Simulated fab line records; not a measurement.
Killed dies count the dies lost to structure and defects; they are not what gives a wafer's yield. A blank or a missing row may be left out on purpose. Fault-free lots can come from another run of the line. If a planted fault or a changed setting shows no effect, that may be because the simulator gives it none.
fab line records ; flow sky130
record lots=6; wafers=18; last-day=50
route steps=708 shown PWDE@54 NWELL@56 PAD_OPEN@708
lots untouched by any fault: they come from a run of this same line in which no faults occurred
start-h: start of the lot's first displayed wafer, in hours after the record's first day ; wait-h: time in hours since the lot's previous step ; " repeats the value in the row above ; L1.1+2: a row that stands for several wafers ; - no value, or no start was given ; * or withheld: withheld ; < > ~ a bound
route shown NAME@n: names a module that has steps shown in the file, with the first one's number in the route ; usual: mean/standard deviation of fault-free wafers ; same: alike in all rows ; chamber/n: place in a boat ; sites: readings site by site ; _std_site: the standard deviation of these ; _edge_site: inner sites' mean taken away from outer sites' mean ; radius-mm: for every site, how far away it sits from the centre of the wafer ; mask NAME#n: copy n ; behind: the most recent tool/chamber to have shaped the wafer ; hold: reason for holding the lot/hours on hold/outcome of the hold ; device: the n, p or np transistor that did not switch ; end of line: tests of these same wafers at the route's end ; a step with no rows: only its recipe ; killed: count of dies lost to structure and defects at first sort (not the wafer's yield) ; map: a wafer's dies, x killed, . not, _ none there
set.NAME: the setting the step ran with; set.NAME@STEP: the setting that earlier step ran with ; model.NAME: the simulator's own value behind a step, which no gauge read
lots at some steps of the route; a table a step, a row a wafer
services: a tool's chamber out of use, with start hour (start-h, from the record's first day; less than 0 if before it), hours out, and reason
## steps
# step SKY_PWDE_STRIP_09
# recipe chemistry=O2/N2; power-w=1400; pressure-mtorr=1500; platen-temp-c=withheld; o2-flow-sccm=3000; n2-flow-sccm=300; overash-fraction=0.5
# usual drypump-motor-current-A=5.62/0.27; o2-flow-sccm=2999/8.9; oes-product-au=0.722/0.0042; strip-time-to-endpoint-s=36.90/0.11
lot.wafer;tool;chamber;start-h;wait-h;drypump-motor-current-A;o2-flow-sccm;oes-product-au;rf-hours-counter-h;strip-time-to-endpoint-s
L503.1;plasma-asher-03;1;100.98;0.1;5.74;3005;0.729;44;36.90
L503.2;plasma-asher-03;0;100.98;0.1;5.32;2990;0.719;44;36.86
L503.6;plasma-asher-03;0;100.98;0.1;5.30;3006;0.721;-;36.86
L505.2;plasma-asher-03;0;108.73;0.1;5.31;3006;0.718;45;36.96
L505.4;plasma-asher-03;1;108.73;0.1;5.75;2992;0.724;-;37.08
L505.6;plasma-asher-03;1;108.73;0.1;5.77;2997;0.728;-;36.92
L511.1;plasma-asher-03;0;142.17;0.1;5.32;3003;0.717;50;37.05
L511.4;plasma-asher-03;1;142.17;0.1;5.75;3016;0.725;-;36.96
L511.6;plasma-asher-03;0;142.17;0.1;5.33;2992;0.721;-;36.95
L512.1;plasma-asher-04;1;147.08;0.1;6.05;2997;0.727;33;36.73
L512.3;plasma-asher-04;1;147.08;0.1;6.06;3001;0.727;-;36.84
L512.4;plasma-asher-04;0;147.08;0.1;5.73;2994;0.724;-;36.73
L513.2;plasma-asher-03;0;149.32;0.1;5.31;2979;0.715;50;36.69
L513.3;plasma-asher-03;0;149.32;0.1;5.31;2992;0.718;-;36.75
L513.5;plasma-asher-03;0;149.32;0.1;5.31;2998;0.727;-;36.85
L518.1;plasma-asher-04;0;192.17;0.1;5.79;2999;0.715;38;36.79
L518.4;plasma-asher-04;0;192.17;0.1;5.80;3005;0.722;-;36.86
L518.6;plasma-asher-04;1;192.17;0.1;6.09;2997;0.720;-;36.88
# step SKY_PWDE_TW_MEAS_10
# usual PWDE_TW=371.2/2
lot.wafer;tool;chamber;start-h;wait-h;PWDE_TW
L503.1;film-metro-03;-;101.08;0.1;373.1
L503.2;film-metro-03;-;101.08;0.1;369.8
L503.6;film-metro-03;-;101.08;0.1;373.8
L505.2;film-metro-03;-;108.84;0.1;371.6
L505.4;film-metro-03;-;108.84;0.1;375.1
L505.6;film-metro-03;-;108.84;0.1;371.5
L511.1;film-metro-01;-;142.27;0.1;368.5
L511.4;film-metro-01;-;142.27;0.1;369.9
L511.6;film-metro-01;-;142.27;0.1;368.9
L512.1;film-metro-04;-;147.18;0.1;372.7
L512.3;film-metro-04;-;147.18;0.1;372.2
L512.4;film-metro-04;-;147.18;0.1;371.5
L513.2;film-metro-01;-;149.43;0.1;371.9
L513.3;film-metro-01;-;149.43;0.1;372.0
L513.5;film-metro-01;-;149.43;0.1;371.8
L518.1;film-metro-03;-;192.27;0.1;367.0
L518.4;film-metro-03;-;192.27;0.1;368.7
L518.6;film-metro-03;-;192.27;0.1;369.6
# step SKY_NWELL_DEHYDRATE_03
# recipe temp-c=200; time-s=60
# step SKY_NWELL_HMDS_04
# recipe prime-time-s=60; prime-temp-c=120
# step SKY_NWELL_COAT_05
# recipe spin-rpm=2000; resist-thk-nm=3000
# step SKY_NWELL_SOFTBAKE_06
# recipe temp-c=110; time-s=withheld
# step SKY_NWELL_EXPOSE_07
# recipe mask-id=NWM; na=0.6; source-shape=conventional; sigma-outer=0.6; polarization=unpolarized; target-cd-nm=840; dose-mj=255
# step SKY_NWELL_PEB_08
# recipe temp-c=115; time-s=withheld
# step SKY_NWELL_DEVELOP_09
# recipe wall-angle-deg=90; developer=TMAH; develop-time-s=60; dev-temp-c=23
# step SKY_NWELL_OVL_MEAS_10
# usual NWELL_00_OVL=-0.9/1.5
lot.wafer;tool;chamber;start-h;wait-h;NWELL_00_OVL[nm]
L503.1;overlay-02;-;119.59;-;-0.8
L503.2;overlay-02;-;119.59;-;-0.3
L503.6;overlay-02;-;119.59;-;-1.3
L505.2;overlay-02;-;127.24;-;-3.1
L505.4;overlay-02;-;127.24;-;-1.7
L505.6;overlay-02;-;127.24;-;-1.4
L511.1;overlay-02;-;161.29;-;-1.6
L511.4;overlay-02;-;161.29;-;-1.8
L511.6;overlay-02;-;161.29;-;0.2
L512.1;overlay-02;-;165.19;-;-0.3
L512.3;overlay-02;-;165.19;-;-0.5
L512.4;overlay-02;-;165.19;-;0.5
L513.2;overlay-01;-;168.27;-;0.9
L513.3;overlay-01;-;168.27;-;1.7
L513.5;overlay-01;-;168.27;-;2.0
L518.1;overlay-02;-;213.37;-;-1.5
L518.4;overlay-02;-;213.37;-;-0.3
L518.6;overlay-02;-;213.37;-;-0.2
# step SKY_NWELL_IMPLANT_11
# recipe species=P; energy-kev=400; dose-cm2=1.9e+13; tilt-deg=withheld
# step SKY_NWELL_IMPLANT_12
# recipe species=P; energy-kev=120; dose-cm2=1.3e+12; tilt-deg=withheld
# step SKY_NWELL_IMPLANT_13
# recipe species=P; energy-kev=50; dose-cm2=7e+11; tilt-deg=withheld
# usual dose-ions-cm2=7.001e+11/8.1e+08; faraday-current-uA=3.95/0.08
lot.wafer;tool;chamber;start-h;wait-h;dose-ions-cm2;faraday-current-uA
L503.1;implanter-04;0;119.92;0.1;7.005e+11;4.04
L503.2;implanter-04;0;119.92;0.1;7.009e+11;3.91
L503.6;implanter-04;0;119.92;0.1;6.998e+11;3.89
L505.2;implanter-02;0;127.60;0.1;7.019e+11;3.97
L505.4;implanter-02;0;127.60;0.1;7.002e+11;4.04
L505.6;implanter-02;0;127.60;0.1;6.997e+11;3.99
L511.1;implanter-04;0;161.62;0.1;2.981e+11;1.62
L511.4;implanter-04;0;161.62;0.1;2.972e+11;1.65
L511.6;implanter-04;0;161.62;0.1;2.971e+11;1.64
L512.1;implanter-04;0;165.52;0.1;2.963e+11;1.65
L512.3;implanter-04;0;165.52;0.1;2.971e+11;1.63
L512.4;implanter-04;0;165.52;0.1;2.97e+11;1.68
L513.2;implanter-03;0;168.63;0.1;7.01e+11;3.92
L513.3;implanter-03;0;168.63;0.1;7.003e+11;4.01
L513.5;implanter-03;0;168.63;0.1;7.006e+11;4.00
L518.1;implanter-03;0;213.70;0.1;6.986e+11;4.11
L518.4;implanter-03;0;213.70;0.1;6.993e+11;3.83
L518.6;implanter-03;0;213.70;0.1;6.984e+11;3.89
# step SKY_NWELL_STRIP_14
# recipe chemistry=O2/N2; power-w=1400; pressure-mtorr=1500; platen-temp-c=withheld; o2-flow-sccm=3000; n2-flow-sccm=300; overash-fraction=0.5
# usual drypump-motor-current-A=5.8/0.45; o2-flow-sccm=3000/9; oes-product-au=0.723/0.0049; strip-time-to-endpoint-s=36.95/0.096
lot.wafer;tool;chamber;start-h;wait-h;drypump-motor-current-A;o2-flow-sccm;oes-product-au;rf-hours-counter-h;strip-time-to-endpoint-s
L503.1;plasma-asher-01;0;120.07;0.1;5.7;2997;0.734;46;36.91
L503.2;plasma-asher-01;1;120.07;0.1;6.6;2990;0.723;46;36.82
L503.6;plasma-asher-01;1;120.07;0.1;6.5;2998;0.726;-;36.75
L505.2;plasma-asher-01;1;127.72;0.1;6.5;3005;0.724;47;37.05
L505.4;plasma-asher-01;1;127.72;0.1;6.6;3005;0.718;-;37.00
L505.6;plasma-asher-01;1;127.72;0.1;6.5;2996;0.729;-;37.08
L511.1;plasma-asher-03;0;161.77;0.1;5.3;3001;0.707;52;36.86
L511.4;plasma-asher-03;0;161.77;0.1;5.3;3002;0.725;-;37.02
L511.6;plasma-asher-03;0;161.77;0.1;5.3;3015;0.721;-;36.95
L512.1;plasma-asher-02;1;165.67;0.1;5.6;3006;0.730;1;36.73
L512.3;plasma-asher-02;0;165.67;0.1;5.3;3016;0.726;-;36.76
L512.4;plasma-asher-02;1;165.67;0.1;5.6;2994;0.725;-;36.85
L513.2;plasma-asher-03;1;168.75;0.1;5.7;3007;0.723;53;36.90
L513.3;plasma-asher-03;1;168.75;0.1;5.7;2994;0.719;-;36.93
L513.5;plasma-asher-03;1;168.75;0.1;5.8;2989;0.723;-;37.04
L518.1;plasma-asher-01;1;213.85;0.1;6.6;2986;0.719;57;36.88
L518.4;plasma-asher-01;1;213.85;0.1;6.6;2994;0.730;-;36.91
L518.6;plasma-asher-01;1;213.85;0.1;6.5;2988;0.718;-;36.86
# step SKY_NWELL_TW_MEAS_15
# usual NWELL_TW=1815/9
lot.wafer;tool;chamber;start-h;wait-h;NWELL_TW
L503.1;film-metro-03;-;120.17;0.1;1823
L503.2;film-metro-03;-;120.17;0.1;1822
L503.6;film-metro-03;-;120.17;0.1;1814
L505.2;film-metro-01;-;127.83;0.1;1802
L505.4;film-metro-01;-;127.83;0.1;1810
L505.6;film-metro-01;-;127.83;0.1;1804
L511.1;film-metro-03;-;161.87;0.1;1814
L511.4;film-metro-03;-;161.87;0.1;1808
L511.6;film-metro-03;-;161.87;0.1;1812
L512.1;film-metro-03;-;165.77;0.1;1805
L512.3;film-metro-03;-;165.77;0.1;1808
L512.4;film-metro-03;-;165.77;0.1;1810
L513.2;film-metro-04;-;168.86;0.1;1818
L513.3;film-metro-04;-;168.86;0.1;1815
L513.5;film-metro-04;-;168.86;0.1;1828
L518.1;film-metro-04;-;213.98;0.1;1797
L518.4;film-metro-04;-;213.98;0.1;1804
L518.6;film-metro-04;-;213.98;0.1;1802
# step SKY_NWELL_DEHYDRATE_16
# recipe temp-c=200; time-s=60
# step SKY_NWELL_HMDS_17
# recipe prime-time-s=60; prime-temp-c=120
# step SKY_NWELL_COAT_18
# recipe spin-rpm=2000; resist-thk-nm=3000
# step SKY_NWELL_SOFTBAKE_19
# recipe temp-c=110; time-s=withheld
# step SKY_NWELL_EXPOSE_20
# recipe mask-id=NWM_COMPLEMENT; na=0.6; source-shape=conventional; sigma-outer=0.6; polarization=unpolarized; target-cd-nm=840; dose-mj=260
# step SKY_NWELL_PEB_21
# recipe temp-c=115; time-s=withheld
# step SKY_NWELL_DEVELOP_22
# recipe wall-angle-deg=90; developer=TMAH; develop-time-s=60; dev-temp-c=23
# step SKY_NWELL_OVL_MEAS_23
# usual NWELL_01_OVL=0.0/1.3
lot.wafer;tool;chamber;start-h;wait-h;NWELL_01_OVL[nm]
L503.1;overlay-02;-;138.52;-;-0.5
L503.2;overlay-02;-;138.52;-;-1.4
L503.6;overlay-02;-;138.52;-;-2.1
L505.2;overlay-01;-;146.12;-;-0.4
L505.4;overlay-01;-;146.12;-;-0.7
L505.6;overlay-01;-;146.12;-;0.8
L511.1;overlay-01;-;182.04;-;1.4
L511.4;overlay-01;-;182.04;-;-2.1
L511.6;overlay-01;-;182.04;-;-1.3
L512.1;overlay-01;-;186.28;-;0.9
L512.3;overlay-01;-;186.28;-;-1.0
L512.4;overlay-01;-;186.28;-;1.8
L513.2;overlay-02;-;189.59;-;0.9
L513.3;overlay-02;-;189.59;-;1.7
L513.5;overlay-02;-;189.59;-;-0.5
L518.1;overlay-01;-;237.22;-;-2.0
L518.4;overlay-01;-;237.22;-;-0.2
L518.6;overlay-01;-;237.22;-;-0.8
# step SKY_NWELL_IMPLANT_24
# recipe species=B; energy-kev=140; dose-cm2=9.2e+12; tilt-deg=withheld
# step SKY_NWELL_STRIP_25
# recipe chemistry=O2/N2; power-w=1400; pressure-mtorr=1500; platen-temp-c=withheld; o2-flow-sccm=3000; n2-flow-sccm=300; overash-fraction=0.5
# usual drypump-motor-current-A=5.7/0.42; o2-flow-sccm=2999/9.7; oes-product-au=0.722/0.0049; strip-time-to-endpoint-s=36.96/0.096
lot.wafer;tool;chamber;start-h;wait-h;drypump-motor-current-A;o2-flow-sccm;oes-product-au;rf-hours-counter-h;strip-time-to-endpoint-s
L503.1;plasma-asher-01;1;138.70;0.1;6.6;3008;0.720;49;36.87
L503.2;plasma-asher-01;0;138.70;0.1;5.7;3004;0.717;49;36.78
L503.6;plasma-asher-01;0;138.70;0.1;5.7;2993;0.728;-;36.85
L505.2;plasma-asher-01;1;146.30;0.1;6.6;2995;0.729;50;36.81
L505.4;plasma-asher-01;0;146.30;0.1;5.7;3003;0.723;-;36.80
L505.6;plasma-asher-01;1;146.30;0.1;6.6;2996;0.716;-;36.81
L511.1;plasma-asher-03;1;182.22;0.1;5.7;3002;0.720;54;37.00
L511.4;plasma-asher-03;1;182.22;0.1;5.7;2997;0.717;-;37.08
L511.6;plasma-asher-03;0;182.22;0.1;5.3;2983;0.723;-;37.12
L512.1;plasma-asher-03;1;186.47;0.1;5.8;2982;0.727;54;36.92
L512.3;plasma-asher-03;1;186.47;0.1;5.8;2992;0.715;-;36.90
L512.4;plasma-asher-03;0;186.47;0.1;5.3;3004;0.723;-;36.91
L513.2;plasma-asher-02;1;189.77;0.1;5.6;3017;0.722;3;36.86
L513.3;plasma-asher-02;1;189.77;0.1;5.6;2997;0.717;-;36.99
L513.5;plasma-asher-02;0;189.77;0.1;5.3;2986;0.722;-;37.06
L518.1;plasma-asher-01;1;237.40;0.1;6.5;2979;0.718;59;36.90
L518.4;plasma-asher-01;0;237.40;0.1;5.7;2991;0.715;-;36.99
L518.6;plasma-asher-01;0;237.40;0.1;5.7;3011;0.718;-;37.02
# step SKY_NWELL_TW_MEAS_26
# usual NWELL_2_TW=495.4/2.2
lot.wafer;tool;chamber;start-h;wait-h;NWELL_2_TW
L503.1;film-metro-03;-;138.80;0.1;498.7
L503.2;film-metro-03;-;138.80;0.1;498.4
L503.6;film-metro-03;-;138.80;0.1;500.3
L505.2;film-metro-03;-;146.41;0.1;494.7
L505.4;film-metro-03;-;146.41;0.1;494.6
L505.6;film-metro-03;-;146.41;0.1;495.2
L511.1;film-metro-03;-;182.32;0.1;491.6
L511.4;film-metro-03;-;182.32;0.1;495.8
L511.6;film-metro-03;-;182.32;0.1;495.0
L512.1;film-metro-04;-;186.57;0.1;494.2
L512.3;film-metro-04;-;186.57;0.1;496.3
L512.4;film-metro-04;-;186.57;0.1;495.5
L513.2;film-metro-04;-;189.88;0.1;495.4
L513.3;film-metro-04;-;189.88;0.1;498.9
L513.5;film-metro-04;-;189.88;0.1;496.6
L518.1;film-metro-03;-;237.50;0.1;493.1
L518.4;film-metro-03;-;237.50;0.1;495.8
L518.6;film-metro-03;-;237.50;0.1;496.3
# step SKY_NWELL_CLEAN_27
# recipe chemistry=SC1/SC2; mix=1:4:20; temp-c=70; time-s=150; dry=n2-spin
# step SKY_NWELL_RTA_28
# recipe temp-c=1050; time-s=30; idle-temp-c=650; ramp-up-c-per-s=150; ramp-down-c-per-s=90; ambient=N2
# usual chamber-o2-ppm=2.003/0.02; lamp-power-pct=25.31/0.054; ramp-up-c-per-s=150.00/0.027; wafer_temp_C_max=1054.9/0.99
lot.wafer;tool;chamber;start-h;wait-h;chamber-o2-ppm;lamp-power-pct;ramp-up-c-per-s;wafer_temp_C_max
L503.1;rtp-anneal-01;0;138.92;0.0;2.028;25.24;150.02;1054.4
L503.2;rtp-anneal-01;0;138.92;0.0;2.002;25.29;149.97;1056.1
L503.6;rtp-anneal-01;0;138.92;0.0;1.990;25.29;149.99;1055.1
L505.2;rtp-anneal-02;0;146.53;0.0;1.985;25.38;150.02;1055.6
L505.4;rtp-anneal-02;0;146.53;0.0;2.005;25.29;150.01;1054.8
L505.6;rtp-anneal-02;0;146.53;0.0;2.006;25.39;149.93;1055.4
L511.1;rtp-anneal-01;0;182.43;0.0;1.986;25.39;149.99;1055.1
L511.4;rtp-anneal-01;0;182.43;0.0;2.005;25.30;149.96;1055.3
L511.6;rtp-anneal-01;0;182.43;0.0;1.997;25.25;149.97;1053.7
L512.1;rtp-anneal-02;0;186.68;0.0;1.975;25.36;150.05;1055.4
L512.3;rtp-anneal-02;0;186.68;0.0;2.003;25.31;150.00;1054.1
L512.4;rtp-anneal-02;0;186.68;0.0;2.026;25.34;149.99;1055.0
L513.2;rtp-anneal-02;0;190.00;0.0;2.011;25.26;149.95;1054.7
L513.3;rtp-anneal-02;0;190.00;0.0;1.980;25.29;150.05;1056.2
L513.5;rtp-anneal-02;0;190.00;0.0;1.981;25.33;149.96;1053.3
L518.1;rtp-anneal-01;0;237.62;0.0;1.978;25.26;150.00;1054.8
L518.4;rtp-anneal-01;0;237.62;0.0;1.985;25.37;150.00;1053.5
L518.6;rtp-anneal-01;0;237.62;0.0;2.012;25.31;150.04;1053.7
# step SKY_NWELL_RS_MEAS_29
# recipe thk-meas-gauge=four-point-probe
# usual NWELL_RS=625.2/1.4
lot.wafer;tool;chamber;start-h;wait-h;hold;NWELL_RS[ohm/sq]
L503.1;film-metro-01;-;139.02;0.1;-;625.7
L503.2;film-metro-01;-;139.02;0.1;-;624.2
L503.6;film-metro-01;-;139.02;0.1;-;624.9
L505.2;film-metro-01;-;146.64;0.1;-;625.7
L505.4;film-metro-01;-;146.64;0.1;-;626.0
L505.6;film-metro-01;-;146.64;0.1;-;624.4
L511.1;film-metro-04;-;182.53;0.1;await-dispo/0.2h/release;639.7
L511.4;film-metro-04;-;182.53;0.1;await-dispo/0.2h/release;640.8
L511.6;film-metro-04;-;182.53;0.1;await-dispo/0.2h/release;639.2
L511.1;film-metro-04;-;182.89;0.3;-;639.5
L511.4;film-metro-04;-;182.89;0.3;-;639.7
L511.6;film-metro-04;-;182.89;0.3;-;639.2
L512.1;film-metro-03;-;186.78;0.1;await-dispo/0.2h/release;643.2
L512.3;film-metro-03;-;186.78;0.1;await-dispo/0.2h/release;638.6
L512.4;film-metro-03;-;186.78;0.1;await-dispo/0.2h/release;641.5
L512.1;film-metro-03;-;187.14;0.3;-;641.6
L512.3;film-metro-03;-;187.14;0.3;-;639.1
L512.4;film-metro-03;-;187.14;0.3;-;639.8
L513.2;film-metro-01;-;190.10;0.1;-;624.3
L513.3;film-metro-01;-;190.10;0.1;-;623.0
L513.5;film-metro-01;-;190.10;0.1;-;624.0
L518.1;film-metro-01;-;237.72;0.1;-;623.8
L518.4;film-metro-01;-;237.72;0.1;-;625.8
L518.6;film-metro-01;-;237.72;0.1;-;624.7
# step SKY_PAD_OPEN_PROBE_99
# usual killed_at_M0_to_M3=43/6.9; killed_at_M4_up=3.1/1.9; killed-at-contacts=24/5.4; killed-at-front-end=14/4.3; killed-at-other=0.3/0.53; killed-dies=84/9.5; killed-open=46/6.8; killed-short=38/6
# same gross-dies=492; killed-at-back-side=0
lot.wafer;tool;chamber;start-h;wait-h;killed_at_M0_to_M3;killed_at_M4_up;killed-at-contacts;killed-at-front-end;killed-at-other;killed-dies;killed-open;killed-short;model.etest.nfet_16v.r-on-ohm-um;model.etest.pfet-g5v0d10v5.r-on-ohm-um;model.etest.tip-p.rs-ohm-sq;model.etest.tip_p_5v.rs-ohm-sq;model.etest.pfet-g5v0d10v5.drive-ua-um;model.etest.pfet_01v8_lvt.drive-ua-um;model.etest.pfet_16v.drive-ua-um;model.etest.pfet_01v8.drive-ua-um
L503.1;prober-02;-;1111.35;0.1;30;4;34;21;0;89;46;43;1.403e+04;4672;6922;2846;347.2;178.4;248.6;194.3
L503.2;prober-02;-;1111.40;0.1;49;2;21;21;0;93;45;48;1.393e+04;4706;6977;2864;345.4;179.1;251.2;192.8
L503.6;prober-02;-;1111.60;0.2;50;6;31;4;0;91;51;40;1.4e+04;4653;6946;2881;348.4;178.2;249.1;193
L505.2;prober-01;-;1119.32;0.1;45;5;23;14;0;87;46;41;1.434e+04;4688;6897;2848;351.6;178.3;251;195.5
L505.4;prober-01;-;1119.42;0.2;42;0;26;20;0;88;49;39;1.426e+04;4675;6856;2817;351.3;173.9;253.7;190.3
L505.6;prober-01;-;1119.52;0.2;43;3;22;11;0;79;47;32;1.419e+04;4623;6918;2837;351.8;175.2;250.5;190.7
L511.1;prober-01;-;1157.14;0.1;41;3;30;11;0;85;53;32;1.439e+04;4703;6766;2823;345.3;182.7;246.8;190.3
L511.4;prober-01;-;1157.29;0.2;39;5;24;16;0;84;45;39;1.446e+04;4639;6740;2827;350.3;184.8;243.3;190.4
L511.6;prober-01;-;1157.39;0.2;39;4;19;11;1;74;38;36;1.428e+04;4676;6782;2815;350.5;183.5;247.8;191.2
L512.1;prober-01;-;1171.72;0.1;46;3;25;10;0;84;46;38;1.49e+04;4571;6684;2790;358.1;186.2;244.2;205.9
L512.3;prober-01;-;1171.82;0.2;44;3;20;21;0;88;42;46;1.479e+04;4562;6675;2770;359.2;187.9;252;205
L512.4;prober-01;-;1171.87;0.2;49;4;29;18;2;102;55;47;1.467e+04;4570;6679;2788;353.4;187.9;251.3;203.6
L513.2;prober-02;-;1172.51;0.1;41;3;13;10;0;67;31;36;1.464e+04;4793;6921;2845;338.9;171.4;245.5;185.2
L513.3;prober-02;-;1172.56;0.2;32;2;26;7;1;68;43;25;1.446e+04;4756;6900;2855;345.9;171.4;245.8;180.1
L513.5;prober-02;-;1172.66;0.2;43;4;32;25;0;104;53;50;1.466e+04;4749;6884;2848;342.5;172.9;244.9;186.4
L518.1;prober-01;-;1197.91;0.1;44;2;30;10;1;87;51;36;1.395e+04;4751;7047;2859;341.5;177.6;245.2;194.6
L518.4;prober-01;-;1198.06;0.2;45;7;29;4;1;86;55;30;1.395e+04;4784;7098;2860;341.3;176.7;239.8;189.6
L518.6;prober-01;-;1198.16;0.2;41;2;15;10;2;70;34;34;1.397e+04;4711;7078;2858;346.7;177.5;240.4;190.3
# killed by level:class
L503.1 CONTACT:geometric-particle:open=13 LI_CONTACT:geometric-particle:open=9 METAL2:geometric-particle:short=8 POLY_GATE:geometric-particle:open=7 FIELD_ISO:geometric-particle:short=5 LOCAL_INTERCONNECT:geometric-particle:short=5 CONTACT:geometric-particle:short=5 VIA1:geometric-particle:open=5
L503.2 METAL3:geometric-particle:short=8 VIA2:geometric-particle:open=8 FIELD_ISO:geometric-particle:open=7 CONTACT:geometric-particle:open=7 VIA3:geometric-particle:open=7 VIA1:geometric-particle:open=7 LOCAL_INTERCONNECT:geometric-particle:short=6 VIA3:geometric-particle:short=5
L503.6 CONTACT:geometric-particle:open=12 VIA1:geometric-particle:open=10 VIA3:geometric-particle:open=10 METAL2:geometric-particle:short=9 VIA2:geometric-particle:open=7 LI_CONTACT:geometric-particle:open=6 METAL4:geometric-particle:short=6 CONTACT:geometric-particle:short=5
L505.2 VIA1:geometric-particle:open=12 VIA1:geometric-particle:short=9 VIA2:geometric-particle:open=8 LI_CONTACT:geometric-particle:open=6 LOCAL_INTERCONNECT:geometric-particle:short=5 VIA3:geometric-particle:open=5 FIELD_ISO:geometric-particle:short=4 CONTACT:geometric-particle:open=4
L505.4 VIA1:geometric-particle:open=13 LOCAL_INTERCONNECT:geometric-particle:short=8 CONTACT:geometric-particle:open=8 VIA3:geometric-particle:open=7 CONTACT:geometric-particle:short=5 FIELD_ISO:geometric-particle:open=4 FIELD_ISO:geometric-particle:short=4 METAL1:geometric-particle:short=4
L505.6 VIA2:geometric-particle:open=10 VIA1:geometric-particle:open=9 CONTACT:geometric-particle:open=8 VIA3:geometric-particle:open=6 LOCAL_INTERCONNECT:geometric-particle:short=5 CONTACT:geometric-particle:short=5 METAL2:geometric-particle:short=5 VIA1:geometric-particle:short=5
L511.1 CONTACT:geometric-particle:open=10 VIA2:geometric-particle:open=10 VIA1:geometric-particle:open=9 LI_CONTACT:geometric-particle:open=8 CONTACT:geometric-particle:short=6 LOCAL_INTERCONNECT:geometric-particle:short=4 VIA3:geometric-particle:open=4 FIELD_ISO:geometric-particle:short=3
L511.4 LI_CONTACT:geometric-particle:open=9 METAL2:geometric-particle:short=9 VIA1:geometric-particle:open=7 CONTACT:geometric-particle:open=6 POLY_GATE:geometric-particle:open=5 METAL1:geometric-particle:short=5 FIELD_ISO:geometric-particle:open=4 VIA2:geometric-particle:open=4
L511.6 VIA1:geometric-particle:open=9 CONTACT:geometric-particle:open=7 FIELD_ISO:geometric-particle:short=5 VIA2:geometric-particle:open=5 LI_CONTACT:geometric-particle:open=5 CONTACT:geometric-particle:short=5 METAL2:geometric-particle:short=5 VIA3:geometric-particle:open=5
L512.1 VIA1:geometric-particle:open=13 CONTACT:geometric-particle:short=9 METAL2:geometric-particle:short=7 VIA3:geometric-particle:open=7 CONTACT:geometric-particle:open=6 VIA1:geometric-particle:short=6 LI_CONTACT:geometric-particle:open=5 METAL1:geometric-particle:short=5
L512.3 VIA1:geometric-particle:open=8 LI_CONTACT:geometric-particle:open=7 VIA3:geometric-particle:open=7 FIELD_ISO:geometric-particle:short=6 VIA2:geometric-particle:short=6 POLY_GATE:geometric-particle:open=5 POLY_GATE:geometric-particle:short=5 CONTACT:geometric-particle:short=5
L512.4 VIA1:geometric-particle:open=12 VIA2:geometric-particle:open=9 VIA3:geometric-particle:open=9 LI_CONTACT:geometric-particle:open=8 CONTACT:geometric-particle:open=7 FIELD_ISO:geometric-particle:short=6 POLY_GATE:geometric-particle:short=6 METAL2:geometric-particle:short=6
L513.2 VIA1:geometric-particle:short=10 VIA3:geometric-particle:open=7 VIA1:geometric-particle:open=7 METAL2:geometric-particle:short=5 LI_CONTACT:geometric-particle:short=5 FIELD_ISO:geometric-particle:short=4 METAL1:geometric-particle:short=4 CONTACT:geometric-particle:open=4
L513.3 VIA1:geometric-particle:open=11 LI_CONTACT:geometric-particle:open=8 CONTACT:geometric-particle:open=8 VIA2:geometric-particle:open=6 LOCAL_INTERCONNECT:geometric-particle:short=4 METAL1:geometric-particle:short=4 VIA3:geometric-particle:open=3 FIELD_ISO:geometric-particle:open=2
L513.5 VIA1:geometric-particle:open=15 FIELD_ISO:geometric-particle:short=11 CONTACT:geometric-particle:open=11 CONTACT:geometric-particle:short=8 FIELD_ISO:geometric-particle:open=7 VIA1:geometric-particle:short=7 LI_CONTACT:geometric-particle:open=6 VIA2:geometric-particle:open=5
L518.1 VIA1:geometric-particle:open=17 CONTACT:geometric-particle:open=11 LI_CONTACT:geometric-particle:open=10 LI_CONTACT:geometric-particle:short=4 VIA1:geometric-particle:short=4 METAL2:geometric-particle:short=4 VIA2:geometric-particle:open=4 FIELD_ISO:geometric-particle:short=3
L518.4 CONTACT:geometric-particle:open=11 LI_CONTACT:geometric-particle:open=9 VIA1:geometric-particle:open=9 VIA2:geometric-particle:open=8 VIA3:geometric-particle:open=6 CONTACT:geometric-particle:short=5 VIA1:geometric-particle:short=5 METAL4:geometric-particle:open=5
L518.6 VIA1:geometric-particle:open=11 METAL2:geometric-particle:short=11 CONTACT:geometric-particle:open=5 LOCAL_INTERCONNECT:geometric-particle:short=4 VIA3:geometric-particle:open=4 METAL1:geometric-particle:short=4 VIA2:geometric-particle:open=4 FIELD_ISO:geometric-particle:short=3
## services
tool;chamber;start-h;hours;kind
plasma-asher-01;-;80.70;6.3;repair
implanter-03;-;82.73;3.1;repair
implanter-03;-;112.93;4.4;pm
plasma-asher-04;-;123.31;2.0;repair
plasma-asher-04;-;129.92;0.5;repair
implanter-02;-;134.17;31.2;pm
plasma-asher-02;-;149.79;9.0;pm
plasma-asher-02;0;149.79;9.0;vent-cycle
plasma-asher-02;1;149.79;9.0;vent-cycle
plasma-asher-02;0;158.79;-;clean
plasma-asher-02;1;158.79;-;clean
implanter-02;-;165.34;5.1;pm
implanter-04;-;182.92;1.8;repair
plasma-asher-01;-;221.07;2.8;pm
implanter-03;-;236.82;2.7;repair
## key
first-sign step=SKY_NWELL_IMPLANT_13; reading=dose-ions-cm2; direction=down; sigmas=99+; usual=*; struck=*
effect step=SKY_NWELL_IMPLANT_13; reading=faraday-current-uA; direction=down; sigmas=29; usual=3.95; struck=1.65
effect step=SKY_NWELL_RS_MEAS_29; reading=visit; direction=added
effect step=SKY_NWELL_RS_MEAS_29; reading=NWELL_RS; direction=up; sigmas=11; usual=625.2; struck=640.5
model-effect step=SKY_PAD_OPEN_PROBE_99; value=etest.nfet_16v.r-on-ohm-um; without=1.412e+04; struck=1.458e+04
met-at SKY_NWELL_IMPLANT_13
struck-wafers L511.1,L511.4,L511.6,L512.1,L512.3,L512.4
tester-left-out L511,L512
onset-between 119.92 161.62
fault kind=process-parameter-drift; tool=implanter-04; chamber=-; onset-h=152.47; steps=SKY_NWELL_IMPLANT_13; channel=dose-cm2; offset=*; shape=step; end-h=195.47; acts-in=*; stated=*
# tester-left-out: of these lots the tester's yield and bins aren't shown, on N5 and GAA mostly nor the transistor test; their killed dies are dies lost to structure and defects alone, not to doping, threshold or leakage, so they don't give the yield
